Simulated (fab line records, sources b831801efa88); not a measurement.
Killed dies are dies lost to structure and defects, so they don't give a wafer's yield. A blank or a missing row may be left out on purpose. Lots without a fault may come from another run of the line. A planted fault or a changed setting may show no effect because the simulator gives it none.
fab line records | flow sky130
record lots=6 wafers=18 last_day=50
route steps=708 shown GATE_OXIDE@188 POLY_GATE@204 RES_PROTECT@206 PAD_OPEN@708
lots that met no fault: from a run of the same line without faults
start_h: hours from the record's first day to the start of the lot's first wafer shown | wait_h: hours since the lot's step before | " the same as in the row above | L1.1+2: a row that stands for several wafers | - no value, or no start given | * or withheld: withheld | < > ~ a bound
route shown NAME@n: a module of which the file shows steps, and the number in the route of the first | usual: mean/standard deviation of fault-free wafers | same: alike in all rows | chamber/n: place in a boat | sites: the reading at each site | _std_site: their standard deviation | _edge_site: outer sites' mean less inner sites' | radius_mm: how far each site lies from the wafer's centre | mask NAME#n: copy n | behind: the tool/chamber that last shaped the wafer | hold: why the lot was held/for how many hours/how that ended | device: the transistor (n, p or np) that didn't switch | end of line: the same wafers' tests at the end of the route | a step without rows: its recipe alone | killed: dies lost to structure and defects at the first sort, not the wafer's yield | map: a wafer's dies, x killed, . not, _ none there
set.NAME: the setting as run; set.NAME@STEP: as run at that earlier step | model.NAME: the simulator's own value behind a step, which no gauge read
lots at some steps of the route; a table a step, a row a wafer
services: from which hour (start_h, from the record's first day; less than 0 if before it) a tool's chamber was out of use, for how many hours, and why
## steps
# step SKY_GATE_OXIDE_OXIDATION_01
# recipe temp_c=900 ambient=O2 stabilise_s=600 purge_s=300 target_thk_a=102.68 ox_time_s=1473
# step SKY_GATE_OXIDE_THK_MEAS_02
# recipe reads=SiO2_of_GATE_OXIDE_OXIDATION_01
# usual GATE_OXIDE_OXIDATION_00_THK=10.12/0.19
# columns lot.wafer tool chamber start_h wait_h GATE_OXIDE_OXIDATION_00_THK[nm]
L581.2 film_metro-02 - 314.64 0.0 10.31
L581.4 " - " " 10.48
L581.6 " - " " 10.28
L582.4 film_metro-02 - 324.23 0.0 10.24
L582.5 " - " " 10.22
L582.6 " - " " 10.13
L583.1 film_metro-02 - 348.04 0.0 10.03
L583.2 " - " " 9.87
L583.4 " - " " 9.88
L584.1 film_metro-03 - 348.04 0.0 10.28
L584.4 " - " " 10.14
L584.5 " - " " 10.18
L596.3 film_metro-03 - 434.45 0.0 10.25
L596.5 " - " " 10.25
L596.6 " - " " 10.26
L598.3 film_metro-03 - 446.61 0.0 10.10
L598.4 " - " " 9.77
L598.5 " - " " 10.01
# step SKY_GATE_OXIDE_DEHYDRATE_03
# recipe temp_c=200 time_s=60
# step SKY_GATE_OXIDE_HMDS_04
# recipe prime_time_s=60 prime_temp_c=120
# step SKY_GATE_OXIDE_COAT_05
# recipe resist=NOVOLAK spin_rpm=3000 resist_thk_nm=1140
# step SKY_GATE_OXIDE_SOFTBAKE_06
# recipe temp_c=90 time_s=60 resist=NOVOLAK
# step SKY_GATE_OXIDE_EXPOSE_07
# recipe mask_id=LVOM na=0.6 source_shape=conventional sigma_outer=0.6 polarization=unpolarized target_cd_nm=600 dose_mj=170
# step SKY_GATE_OXIDE_PEB_08
# recipe temp_c=withheld time_s=* resist=NOVOLAK
# step SKY_GATE_OXIDE_DEVELOP_09
# recipe resist=NOVOLAK developer=TMAH develop_time_s=60 dev_temp_c=23
# step SKY_GATE_OXIDE_OVL_MEAS_10
# usual GATE_OXIDE_OVL=0.5/1.3
# columns lot.wafer tool chamber start_h wait_h GATE_OXIDE_OVL[nm]
L581.2 overlay-02 - 340.43 0.1 1.8
L581.4 " - " " 1.0
L581.6 " - " " 2.5
L582.4 overlay-02 - 351.90 0.1 -1.2
L582.5 " - " " -0.6
L582.6 " - " " -0.9
L583.1 overlay-01 - 374.91 0.1 1.6
L583.2 " - " " 2.2
L583.4 " - " " 1.1
L584.1 overlay-02 - 375.12 0.1 1.1
L584.4 " - " " -0.6
L584.5 " - " " 1.6
L596.3 overlay-02 - 464.54 0.1 0.8
L596.5 " - " " 0.1
L596.6 " - " " 1.4
L598.3 overlay-02 - 476.45 0.1 0.2
L598.4 " - " " -0.1
L598.5 " - " " 1.1
# step SKY_GATE_OXIDE_IMPLANT_11
# recipe species=B energy_kev=10 dose_cm2=2.6e+12 tilt_deg=withheld
# step SKY_GATE_OXIDE_WET_ETCH_12
# recipe chemistry=dHF target_depth_nm=16.8 dry=n2_spin target=SiO2 dilution=100:1 temp_c=25 time_s=336
# step SKY_GATE_OXIDE_STRIP_13
# recipe chemistry=O2/N2 power_w=1400 pressure_mtorr=1500 platen_temp_c=withheld o2_flow_sccm=3000 n2_flow_sccm=300 overash_fraction=0.5
# usual chamber_pressure_mTorr=1500.1/1.3 drypump_motor_current_A=5.9/0.36 oes_product_au=0.715/0.0046 strip_time_to_endpoint_s=14.18/0.044
# same overash_fraction=0.5
# columns lot.wafer tool chamber start_h wait_h chamber_pressure_mTorr drypump_motor_current_A oes_product_au rf_hours_counter_h strip_time_to_endpoint_s
L581.2 plasma_asher-04 0 340.71 0.0 1501.3 5.9 0.717 66 14.11
L581.4 " 1 " " 1500.3 5.3 0.720 - 14.10
L581.6 " 0 " " 1500.9 5.9 0.721 - 14.10
L582.4 plasma_asher-04 1 352.21 0.0 1500.2 5.3 0.722 - 14.21
L582.5 " 0 " " 1498.6 5.9 0.718 - 14.25
L582.6 " 1 " " 1498.9 5.3 0.704 - 14.21
L583.1 plasma_asher-02 0 375.19 0.0 1500.6 6.1 0.721 25 14.26
L583.2 " 1 " " 1500.1 6.2 0.715 25 14.25
L583.4 " 1 " " 1499.1 6.2 0.713 - 14.20
L584.1 plasma_asher-01 0 375.41 0.0 1500.1 5.5 0.719 69 14.23
L584.4 " 0 " " 1501.5 5.6 0.720 - 14.19
L584.5 " 0 " " 1498.9 5.5 0.716 - 14.22
L596.3 plasma_asher-01 0 464.84 0.0 1501.0 5.5 0.708 - 14.18
L596.5 " 1 " " 1497.8 6.3 0.709 - 14.17
L596.6 " 0 " " 1502.1 5.5 0.717 - 14.16
L598.3 plasma_asher-01 1 476.77 0.0 1500.4 6.2 0.715 - 14.15
L598.4 " 0 " " 1499.3 5.5 0.721 - 14.25
L598.5 " 0 " " 1501.3 5.5 0.714 - 14.25
# step SKY_GATE_OXIDE_TW_MEAS_14
# usual GATE_OXIDE_TW=227.2/1.1
# columns lot.wafer tool chamber start_h wait_h GATE_OXIDE_TW
L581.2 film_metro-01 - 340.82 0.1 227.1
L581.4 " - " " 226.1
L581.6 " - " " 226.5
L582.4 film_metro-01 - 352.30 0.1 225.5
L582.5 " - " " 226.0
L582.6 " - " " 227.2
L583.1 film_metro-03 - 375.29 0.1 227.7
L583.2 " - " " 227.2
L583.4 " - " " 228.5
L584.1 film_metro-02 - 375.51 0.1 227.6
L584.4 " - " " 228.1
L584.5 " - " " 225.2
L596.3 film_metro-03 - 464.93 0.1 228.1
L596.5 " - " " 226.8
L596.6 " - " " 227.1
L598.3 film_metro-01 - 476.85 0.1 226.1
L598.4 " - " " 226.8
L598.5 " - " " 228.0
# step SKY_GATE_OXIDE_CLEAN_15
# recipe chemistry=SC1/SC2 mix=1:4:20 temp_c=70 time_s=150 dry=n2_spin
# step SKY_GATE_OXIDE_OXIDATION_16
# recipe temp_c=800 ambient=O2 idle_temp_c=700 ramp_up_c_per_min=10 ramp_down_c_per_min=3 stabilise_s=600 purge_s=300 target_thk_a=35.7 ox_time_s=1915
# step SKY_POLY_GATE_CVD_00
# recipe material=poly-Si target_thk_nm=180 temp_c=620 time_s=720 pressure_mtorr=200
# step SKY_POLY_GATE_THK_MEAS_01
# recipe reads=poly-Si_of_POLY_GATE_CVD_00
# usual POLY_GATE_CVD_00_THK=179.6/1.6
# columns lot.wafer tool chamber start_h wait_h POLY_GATE_CVD_00_THK[nm]
L581.2 film_metro-03 - 343.66 0.0 181.6
L581.4 " - " " 180.4
L581.6 " - " " 179.6
L582.4 film_metro-04 - 355.15 0.0 180.1
L582.5 " - " " 179.5
L582.6 " - " " 180.2
L583.1 film_metro-03 - 380.61 0.0 178.4
L583.2 " - " " 178.9
L583.4 " - " " 177.8
L584.1 film_metro-04 - 380.61 0.0 178.5
L584.4 " - " " 178.9
L584.5 " - " " 180.3
L596.3 film_metro-02 - 468.11 0.0 178.4
L596.5 " - " " 179.5
L596.6 " - " " 179.6
L598.3 film_metro-03 - 480.29 0.0 177.0
L598.4 " - " " 176.8
L598.5 " - " " 178.1
# step SKY_RES_PROTECT_DEHYDRATE_00
# recipe temp_c=200 time_s=60
# step SKY_RES_PROTECT_HMDS_01
# recipe prime_time_s=60 prime_temp_c=120
# step SKY_RES_PROTECT_COAT_02
# recipe resist=NOVOLAK spin_rpm=3000 resist_thk_nm=1140
# step SKY_RES_PROTECT_SOFTBAKE_03
# recipe temp_c=90 time_s=60 resist=NOVOLAK
# step SKY_RES_PROTECT_EXPOSE_04
# recipe mask_id=RPM na=0.6 source_shape=conventional sigma_outer=0.6 polarization=unpolarized target_cd_nm=1270 dose_mj=131
# step SKY_RES_PROTECT_PEB_05
# recipe temp_c=withheld time_s=* resist=NOVOLAK
# step SKY_RES_PROTECT_DEVELOP_06
# recipe resist=NOVOLAK developer=TMAH develop_time_s=60 dev_temp_c=23
# step SKY_POLY_GATE_IMPLANT_02
# recipe species=P energy_kev=30 dose_cm2=7.519e+15 tilt_deg=0
# step SKY_RES_PROTECT_STRIP_07
# recipe chemistry=O2/N2 power_w=1400 pressure_mtorr=1500 platen_temp_c=withheld o2_flow_sccm=3000 n2_flow_sccm=300 overash_fraction=0.5
# usual chamber_pressure_mTorr=1500.0/1.3 drypump_motor_current_A=5.8/0.37 oes_product_au=0.519/0.0044 strip_time_to_endpoint_s=23.20/0.052
# same overash_fraction=0.5
# columns lot.wafer tool chamber start_h wait_h chamber_pressure_mTorr drypump_motor_current_A oes_product_au rf_hours_counter_h strip_time_to_endpoint_s
L581.2 plasma_asher-01 1 371.21 0.1 1500.5 6.3 0.523 69 23.28
L581.4 " 0 " " 1500.3 5.5 0.519 - 23.29
L581.6 " 1 " " 1498.1 6.3 0.519 - 23.29
L582.4 plasma_asher-01 1 382.61 0.1 1499.3 6.2 0.521 - 23.20
L582.5 " 0 " " 1500.8 5.5 0.518 - 23.23
L582.6 " 1 " " 1499.7 6.3 0.516 - 23.21
L584.1 plasma_asher-01 0 407.61 0.1 1501.0 5.5 0.524 72 23.27
L584.4 " 0 " " 1500.6 5.5 0.517 - 23.22
L584.5 " 1 " " 1498.6 6.2 0.517 - 23.20
L583.1 plasma_asher-04 0 407.91 0.1 1500.8 5.9 0.515 73 23.17
L583.2 " 1 " " 1499.3 5.3 0.516 73 23.14
L583.4 " 1 " " 1496.3 5.3 0.521 - 23.13
L596.3 plasma_asher-01 0 498.39 0.1 1499.9 5.5 0.519 - 23.23
L596.5 " 0 " " 1500.4 5.5 0.514 - 23.22
L596.6 " 1 " " 1501.6 6.2 0.520 - 23.32
L598.3 plasma_asher-03 1 510.19 0.1 1501.0 5.6 0.524 - 23.28
L598.4 " 0 " " 1498.2 6.3 0.516 - 23.29
L598.5 " 1 " " 1501.9 5.6 0.516 - 23.28
# step SKY_RES_PROTECT_TW_MEAS_08
# usual POLY_GATE_TW=4077/20
# columns lot.wafer tool chamber start_h wait_h POLY_GATE_TW
L581.2 film_metro-01 - 371.32 0.1 4063
L581.4 " - " " 4040
L581.6 " - " " 4031
L582.4 film_metro-03 - 382.70 0.1 4104
L582.5 " - " " 4074
L582.6 " - " " 4094
L584.1 film_metro-04 - 407.71 0.1 4058
L584.4 " - " " 4072
L584.5 " - " " 4073
L583.1 film_metro-03 - 408.01 0.1 4096
L583.2 " - " " 4132
L583.4 " - " " 4106
L596.3 film_metro-01 - 498.48 0.1 4052
L596.5 " - " " 4075
L596.6 " - " " 4061
L598.3 film_metro-01 - 510.28 0.1 4073
L598.4 " - " " 4085
L598.5 " - " " 4080
# step SKY_RES_PROTECT_CLEAN_09
# recipe chemistry=SC1/SC2 mix=1:4:20 temp_c=70 time_s=150 dry=n2_spin
# step SKY_POLY_GATE_CVD_03
# recipe material=Si3N4 precursor=DCS/NH3 target_thk_nm=75 temp_c=770 time_s=1290 pressure_mtorr=250
# step SKY_POLY_GATE_THK_MEAS_04
# recipe reads=Si3N4_of_POLY_GATE_CVD_03
# usual POLY_GATE_CVD_03_THK=75.6/0.72
# columns lot.wafer tool chamber start_h wait_h POLY_GATE_CVD_03_THK[nm]
L581.2 film_metro-03 - 373.47 0.0 75.6
L581.4 " - " " 75.0
L581.6 " - " " 76.0
L582.4 film_metro-03 - 389.90 0.0 75.3
L582.5 " - " " 75.8
L582.6 " - " " 75.8
L583.1 film_metro-03 - 410.43 0.0 77.0
L583.2 " - " " 76.6
L583.4 " - " " 76.8
L584.1 film_metro-04 - 410.43 0.0 75.4
L584.4 " - " " 75.4
L584.5 " - " " 75.4
L596.3 film_metro-04 - 500.62 0.0 74.7
L596.5 " - " " 74.8
L596.6 " - " " 74.7
L598.3 film_metro-02 - 511.74 0.0 74.3
L598.4 " - " " 74.0
L598.5 " - " " 74.0
# step SKY_POLY_GATE_DEHYDRATE_05
# recipe temp_c=200 time_s=60
# step SKY_POLY_GATE_HMDS_06
# recipe prime_time_s=60 prime_temp_c=120
# step SKY_POLY_GATE_COAT_07
# recipe resist=BARC temp_c=withheld time_s=withheld spin_rpm=3000 resist_thk_nm=110
# step SKY_POLY_GATE_COAT_08
# recipe resist=KrF-thick spin_rpm=3000 resist_thk_nm=450
# step SKY_POLY_GATE_SOFTBAKE_09
# recipe temp_c=100 time_s=90 resist=KrF-thick
# step SKY_POLY_GATE_EXPOSE_10
# recipe mask_id=P1M na=0.68 source_shape=conventional sigma_outer=0.6 target_cd_nm=150 dose_mj=28
# step SKY_POLY_GATE_PEB_11
# recipe peb_temp_c=withheld peb_time_s=withheld resist=KrF-thick
# step SKY_POLY_GATE_DEVELOP_12
# recipe develop_time_s=60 resist=KrF-thick dev_temp_c=21
# step SKY_POLY_GATE_CD_MEAS_13
# recipe target_cd_nm=150
# usual cd_nm=150.2/1.4
# columns lot.wafer tool chamber start_h wait_h cd_nm
L581.2 cd_sem-01 - 400.96 - 152.5
L581.4 " - " " 152.0
L581.6 " - " " 151.4
L582.4 cd_sem-02 - 417.48 - 152.1
L582.5 " - " " 153.6
L582.6 " - " " 153.1
L584.1 cd_sem-01 - 440.06 - 149.6
L584.4 " - " " 149.5
L584.5 " - " " 148.7
L583.1 cd_sem-02 - 440.07 - 149.1
L583.2 " - " " 150.5
L583.4 " - " " 149.7
L596.3 cd_sem-01 - 530.46 - 150.2
L596.5 " - " " 150.7
L596.6 " - " " 151.9
L598.3 cd_sem-01 - 540.85 - 150.9
L598.4 " - " " 151.8
L598.5 " - " " 152.9
# step SKY_POLY_GATE_OVL_MEAS_14
# usual POLY_GATE_OVL=2/5.6
# columns lot.wafer tool chamber start_h wait_h POLY_GATE_OVL[nm]
L581.2 overlay-01 - 401.06 0.1 6
L581.4 " - " " 11
L581.6 " - " " 12
L582.4 overlay-02 - 417.56 0.1 10
L582.5 " - " " 5
L582.6 " - " " 4
L584.1 overlay-01 - 440.18 0.1 -1
L584.4 " - " " 0
L584.5 " - " " -7
L583.1 overlay-02 - 440.19 0.1 -5
L583.2 " - " " 5
L583.4 " - " " 9
L596.3 overlay-02 - 530.56 0.1 3
L596.5 " - " " -5
L596.6 " - " " 9
L598.3 overlay-01 - 540.94 0.1 -1
L598.4 " - " " 2
L598.5 " - " " -2
# step SKY_POLY_GATE_ETCH_15
# recipe chemistry=N2/H2 target=BARC ion_energy_ev=200 source_w=500 bias_w=100 pressure_mtorr=30 n2_flow_sccm=100 h2_flow_sccm=200 stop_on=SiO2 time_s=118.5 target_depth_a=1100
# usual chamber_pressure_mTorr=29.998/0.029 drypump_motor_current_A=5.7/0.34 oes_product_au=0.716/0.005 throttle_valve_pct=13.212/0.01
# columns lot.wafer tool chamber start_h wait_h chamber_pressure_mTorr drypump_motor_current_A oes_product_au rf_hours_counter_h throttle_valve_pct
L581.2 rie_diel-02 1 401.09 0.0 30.055 5.3 0.711 5 13.207
L581.4 " 2 " " 29.991 6.2 0.711 - 13.223
L581.6 " 0 " " 30.041 5.8 0.716 - 13.207
L582.4 rie_diel-02 2 417.62 0.1 29.955 6.2 0.703 - 13.210
L582.5 " 0 " " 29.996 5.8 0.717 - 13.232
L582.6 " 1 " " 29.969 5.3 0.707 - 13.219
L584.1 rie_diel-03 1 440.21 0.0 29.977 5.8 0.718 76 13.205
L584.4 " 3 " " 29.986 5.8 0.716 9 13.208
L584.5 " 3 " " 30.017 5.7 0.719 - 13.216
L583.1 rie_diel-02 2 440.23 0.0 29.982 6.2 0.713 27 13.224
L583.2 " 1 " " 29.980 5.3 0.709 6 13.218
L583.4 " 3 " " 29.987 5.2 0.717 - 13.215
L596.3 rie_diel-02 1 530.58 0.0 30.019 5.3 0.717 8 13.207
L596.5 " 1 " " 30.017 5.3 0.720 - 13.206
L596.6 " 0 " " 29.969 5.8 0.719 - 13.210
L598.3 rie_diel-02 1 540.96 0.0 30.013 5.3 0.714 8 13.210
L598.4 " 0 " " 30.002 5.8 0.716 43 13.211
L598.5 " 0 " " 29.997 5.8 0.719 - 13.209
# step SKY_PAD_OPEN_PROBE_99
# usual killed_at_M0_to_M3=43/6.4 killed_at_M4_up=3.2/1.8 killed_at_contacts=25/5.8 killed_at_front_end=16/4.1 killed_at_other=0.2/0.47 killed_dies=88/9.9 killed_on_rim=17/4.1 killed_open=47/7.3 killed_short=40/7.1
# same gross_dies=492 killed_at_back_side=0
# columns lot.wafer tool chamber start_h wait_h killed_at_M0_to_M3 killed_at_M4_up killed_at_contacts killed_at_front_end killed_at_other killed_dies killed_on_rim killed_open killed_short
L581.2 prober-01 - 1091.96 0.1 47 4 24 15 0 90 22 50 40
L581.4 prober-01 - 1092.06 0.2 54 2 24 26 1 107 20 60 47
L581.6 prober-01 - 1092.16 0.2 48 4 18 11 0 81 12 47 34
L582.4 prober-02 - 1100.82 0.2 29 6 24 25 0 84 17 40 43
L582.5 prober-02 - 1100.87 0.2 44 3 21 8 0 76 15 31 45
L582.6 prober-02 - 1100.92 0.2 37 4 24 14 0 79 16 45 34
L584.1 prober-02 - 1126.96 0.1 36 3 24 27 0 90 21 50 40
L584.4 prober-02 - 1127.11 0.2 40 2 30 16 0 88 15 43 45
L584.5 prober-02 - 1127.16 0.2 40 1 15 14 0 70 11 42 28
L583.1 prober-01 - 1127.18 0.1 38 4 28 15 0 85 10 50 35
L583.2 prober-01 - 1127.23 0.1 57 2 25 12 0 96 25 47 49
L583.4 prober-01 - 1127.33 0.2 44 2 34 9 0 89 15 47 42
L596.3 prober-02 - 1181.70 0.2 32 4 19 62 0 117 13 38 33
L596.5 prober-02 - 1181.80 0.2 39 8 18 55 0 120 28 35 44
L596.6 prober-02 - 1181.85 0.2 49 0 18 60 1 128 14 54 28
L598.3 prober-02 - 1188.16 0.2 42 4 32 56 0 134 28 59 34
L598.4 prober-02 - 1188.21 0.2 44 1 15 63 0 123 16 47 27
L598.5 prober-02 - 1188.26 0.2 41 2 19 58 2 122 14 49 27
# killed by level:class
L581.2 VIA2:geometric_particle:open=11 CONTACT:geometric_particle:open=10 VIA3:geometric_particle:open=9 METAL2:geometric_particle:short=8 VIA1:geometric_particle:open=6 LI_CONTACT:geometric_particle:short=5 FIELD_ISO:geometric_particle:short=4 LI_CONTACT:geometric_particle:open=4
L581.4 VIA1:geometric_particle:open=11 VIA3:geometric_particle:open=10 CONTACT:geometric_particle:open=9 POLY_GATE:geometric_particle:short=8 METAL1:geometric_particle:short=8 FIELD_ISO:geometric_particle:open=7 LI_CONTACT:geometric_particle:open=6 VIA3:geometric_particle:short=6
L581.6 VIA1:geometric_particle:open=10 LI_CONTACT:geometric_particle:open=8 VIA3:geometric_particle:open=8 METAL1:geometric_particle:short=7 METAL2:geometric_particle:short=7 CONTACT:geometric_particle:open=6 POLY_CUT:geometric_particle:open=4 POLY_GATE:geometric_particle:open=3
L582.4 CONTACT:geometric_particle:short=7 CONTACT:geometric_particle:open=7 POLY_GATE:geometric_particle:short=5 POLY_GATE:geometric_particle:open=5 LI_CONTACT:geometric_particle:open=5 METAL2:geometric_particle:short=5 FIELD_ISO:geometric_particle:short=4 METAL3:geometric_particle:short=4
L582.5 VIA1:geometric_particle:open=13 LOCAL_INTERCONNECT:geometric_particle:short=7 CONTACT:geometric_particle:open=7 VIA3:geometric_particle:short=6 METAL1:geometric_particle:short=5 VIA1:geometric_particle:short=4 METAL4:geometric_particle:short=3 CONTACT:geometric_particle:short=3
L582.6 CONTACT:geometric_particle:open=10 VIA1:geometric_particle:open=9 CONTACT:geometric_particle:short=7 METAL1:geometric_particle:short=6 VIA2:geometric_particle:open=6 LI_CONTACT:geometric_particle:open=5 VIA1:geometric_particle:short=5 VIA3:geometric_particle:open=5
L584.1 FIELD_ISO:geometric_particle:open=10 CONTACT:geometric_particle:open=10 CONTACT:geometric_particle:short=7 VIA1:geometric_particle:open=7 POLY_GATE:geometric_particle:open=6 METAL1:geometric_particle:short=6 VIA2:geometric_particle:open=6 FIELD_ISO:geometric_particle:short=4
L584.4 LI_CONTACT:geometric_particle:open=11 CONTACT:geometric_particle:open=9 METAL1:geometric_particle:short=8 VIA1:geometric_particle:open=6 VIA1:geometric_particle:short=6 FIELD_ISO:geometric_particle:open=5 METAL2:geometric_particle:short=5 LOCAL_INTERCONNECT:geometric_particle:short=4
L584.5 VIA1:geometric_particle:open=13 CONTACT:geometric_particle:open=6 LI_CONTACT:geometric_particle:open=5 METAL2:geometric_particle:open=5 FIELD_ISO:geometric_particle:short=4 POLY_GATE:geometric_particle:open=4 METAL1:geometric_particle:short=4 VIA1:geometric_particle:short=3
L583.1 VIA1:geometric_particle:open=10 LI_CONTACT:geometric_particle:open=8 CONTACT:geometric_particle:open=8 CONTACT:geometric_particle:short=6 POLY_GATE:geometric_particle:open=5 METAL1:geometric_particle:short=4 METAL2:geometric_particle:short=4 VIA2:geometric_particle:open=4
L583.2 VIA1:geometric_particle:open=9 VIA1:geometric_particle:short=9 LI_CONTACT:geometric_particle:open=8 CONTACT:geometric_particle:open=6 VIA2:geometric_particle:open=6 VIA3:geometric_particle:open=6 VIA3:geometric_particle:short=5 LOCAL_INTERCONNECT:geometric_particle:short=5
L583.4 CONTACT:geometric_particle:open=12 VIA1:geometric_particle:open=11 LOCAL_INTERCONNECT:geometric_particle:short=9 METAL2:geometric_particle:short=8 LI_CONTACT:geometric_particle:open=7 VIA2:geometric_particle:open=6 CONTACT:geometric_particle:short=4 VIA1:geometric_particle:short=4
L596.3 GATE_OXIDE:unspecified=46 VIA1:geometric_particle:open=11 FIELD_ISO:geometric_particle:short=5 LOCAL_INTERCONNECT:geometric_particle:short=5 CONTACT:geometric_particle:open=5 CONTACT:geometric_particle:short=5 VIA3:geometric_particle:open=5 METAL4:geometric_particle:short=4
L596.5 GATE_OXIDE:unspecified=41 CONTACT:geometric_particle:open=11 METAL1:geometric_particle:short=8 METAL2:geometric_particle:short=7 FIELD_ISO:geometric_particle:short=6 METAL3:geometric_particle:short=6 VIA1:geometric_particle:open=5 METAL4:geometric_particle:short=4
L596.6 GATE_OXIDE:unspecified=46 VIA1:geometric_particle:open=14 CONTACT:geometric_particle:open=10 VIA3:geometric_particle:open=8 VIA2:geometric_particle:open=7 FIELD_ISO:geometric_particle:open=6 METAL1:geometric_particle:short=4 VIA1:geometric_particle:short=4
L598.3 GATE_OXIDE:unspecified=41 CONTACT:geometric_particle:open=16 VIA1:geometric_particle:open=15 VIA3:geometric_particle:open=7 METAL1:geometric_particle:short=5 CONTACT:geometric_particle:short=4 LOCAL_INTERCONNECT:geometric_particle:open=4 VIA2:geometric_particle:short=4
L598.4 GATE_OXIDE:unspecified=49 VIA1:geometric_particle:open=13 CONTACT:geometric_particle:open=10 VIA3:geometric_particle:open=8 METAL2:geometric_particle:short=6 METAL1:geometric_particle:short=5 POLY_GATE:geometric_particle:open=4 VIA2:geometric_particle:open=4
L598.5 GATE_OXIDE:unspecified=46 VIA1:geometric_particle:open=11 LI_CONTACT:geometric_particle:open=8 VIA2:geometric_particle:open=7 CONTACT:geometric_particle:open=5 VIA3:geometric_particle:open=5 FIELD_ISO:geometric_particle:open=4 VIA1:geometric_particle:short=4
# map L596.6 (x killed, . not)
__________.........._________
________x...x...x....._______
______x............x...._____
_____..x......x.xx...xx..____
____....x...x....x........___
___......x....x....x.x...x.__
__....x...x.x..x.x.........._
_x.........x.x.......x.......
_........xxxxxxxx......x.....
_.......xxxxxxx....x.xxx.....
_.......xxxxxxxxx.......x...x
_...xx..x.xxxxxxx.x.........x
_.x.x....xxxxxxx.x.x.xx......
_...x.x..xxxxxx.x.xx.........
_...x.......xx.x....x..x..x..
__...x....x........x...x.x.._
___...x....................__
____..x...x....x.x....x..x___
_____.x.....x..x.........____
______.........x.......x_____
________.....xx.xx...x_______
__________x..xxx...._________
# map L598.3 (x killed, . not)
__________......x.x._________
________xx............_______
______.x..........x...x._____
_____...........x..x..x..____
____.xxx......xx.xx..x....___
___x.x....x.......x.......x__
__..x.....x................._
_..x.x.....x.....x.....x...x.
_.....x.xxx......xx.x..x.x..x
_x..x..........xx..x.x.......
_...x....x.....x.....xx......
_.x...xx......x.xx....x......
_...xxxxx........xx.....xx...
_x.xxxxxx..........x.x..x.x..
_.xxxxxxxxx........x..x..x.x.
__xxxxxxxx.......x.....x...._
___xxxxxxx.x..xx.........xx__
____xxx.xx.x.x............___
_____xx....xx....xxxx...x____
______....x...x........._____
________.............._______
__________.x.......x_________
## services
# columns tool chamber start_h hours kind
rie_diel-02 2 344.62 19.5 repair
plasma_asher-01 - 365.66 2.8 pm
rie_diel-02 3 383.58 51.1 repair
rie_diel-02 - 419.74 2.8 pm
plasma_asher-01 - 421.25 9.0 pm
plasma_asher-01 0 421.25 9.0 vent_cycle
plasma_asher-01 1 421.25 9.0 vent_cycle
plasma_asher-01 0 430.25 - clean
plasma_asher-01 1 430.25 - clean
rie_diel-02 0 433.73 58.0 repair
plasma_asher-03 - 435.47 15.6 pm
rie_diel-03 - 460.67 0.3 repair
rie_diel-03 0 462.33 12.5 repair
rie_diel-03 - 475.45 2.8 pm
rie_diel-03 3 536.62 16.4 repair
## key
first_sign step=SKY_PAD_OPEN_PROBE_99 reading=killed_at_front_end direction=up sigmas=11 usual=16 struck=59
effect step=SKY_PAD_OPEN_PROBE_99 reading=killed_dies direction=up sigmas=3.7 usual=88 struck=124
met_at SKY_GATE_OXIDE_STRIP_13
struck_wafers L596.3,L596.5,L596.6,L598.3,L598.4,L598.5
tester_left_out L596,L598
onset_between 375.41 464.84
also_fits time
fault kind=chamber_particle_source tool=plasma_asher-01 chamber=- onset_h=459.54 steps=SKY_GATE_OXIDE_STRIP_13 rate_per_visit_cm2=0.56994 end_h=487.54
# tester_left_out: of these lots the tester's yield and bins aren't shown, on N5 and GAA mostly nor the transistor test; their killed dies are dies lost to structure and defects alone, not to doping, threshold or leakage, so they don't give the yield
